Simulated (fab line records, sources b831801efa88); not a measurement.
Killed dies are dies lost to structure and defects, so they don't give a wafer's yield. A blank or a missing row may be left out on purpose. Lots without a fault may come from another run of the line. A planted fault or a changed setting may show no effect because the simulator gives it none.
Chamber matching | flow sky130 | SKY_VIA3_ETCH_14 on rie_diel-03: 4 sister chambers
The step etches BARC in N2/H2, stops on SiO2, time 45.9 s, target depth 60 nm. 14 wafers are shown with their chamber, then 7 later ones without.

WAFERS WITH THEIR CHAMBER
wafer  | chamber | drypump_motor_current_A (A) | oes_product_au (a.u.) | h2_flow_sccm (sccm)
L076.1 | 3       | 5.3                         | 0.852                 | 200.9
L076.2 | 2       | 5.8                         | 0.861                 | 198.7
L076.6 | 3       | 5.3                         | 0.852                 | 200.4
L083.2 | 0       | 5.2                         | 0.861                 | 199.7
L083.3 | 1       | 6.2                         | 0.849                 | 199.9
L083.4 | 2       | 5.8                         | 0.851                 | 200.7
L084.1 | 0       | 5.2                         | 0.861                 | 200.2
L084.3 | 3       | 5.3                         | 0.845                 | 200.5
L084.4 | 1       | 6.2                         | 0.846                 | 199.6
L088.3 | 0       | 5.2                         | 0.855                 | 200.6
L088.5 | 1       | 6.2                         | 0.841                 | 200.1
L088.6 | 2       | 5.8                         | 0.862                 | 199.9
L090.2 | 2       | 5.8                         | 0.852                 | 199.9
L090.3 | 3       | 5.4                         | 0.852                 | 201.3

SIGNATURES (means of the wafers above)
reading                 | chamber 0 | chamber 1 | chamber 2 | chamber 3 | scatter within a chamber
drypump_motor_current_A | 5.200     | 6.200     | 5.800     | 5.325     | 0.0274
oes_product_au          | 0.85900   | 0.84533   | 0.85650   | 0.85025   | 0.00441
h2_flow_sccm            | 200.167   | 199.867   | 199.800   | 200.775   | 0.555
Rule: a wafer's distance from a chamber is the root of the sum, over the readings, of the square of ((its reading less the chamber's mean) divided by the reading's scatter). The wafer belongs to the nearest chamber; if the next one is less than 2 further off, it can't be placed. The scatter: the root of (the sum of the squares of (reading less its chamber's mean) over the shown wafers, divided by (wafers less chambers)).

WAFERS WITHOUT THEIR CHAMBER
wafer  | drypump_motor_current_A (A) | oes_product_au (a.u.) | h2_flow_sccm (sccm)
L090.5 | 5.3                         | 0.859                 | 199.8
L096.3 | 6.2                         | 0.849                 | 199.9
L096.4 | 5.3                         | 0.851                 | 200.0
L096.5 | 5.3                         | 0.859                 | 200.1
L097.2 | 5.7                         | 0.855                 | 199.8
L097.3 | 6.2                         | 0.851                 | 200.2
L097.4 | 5.2                         | 0.849                 | 200.3

WHICH CHAMBER EACH WENT THROUGH
wafer  | from the rows above     | in truth
L090.5 | can't be placed: 3 or 0 | 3
L096.3 | 1                       | 1
L096.4 | 3                       | 3
L096.5 | can't be placed: 3 or 0 | 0
L097.2 | 2                       | 2
L097.3 | 1                       | 1
L097.4 | 0                       | 0
Placed correctly: 5 of 7. Can't be placed from these rows: 2 (the true chamber is among the candidates in 2). Placed wrongly: 0.
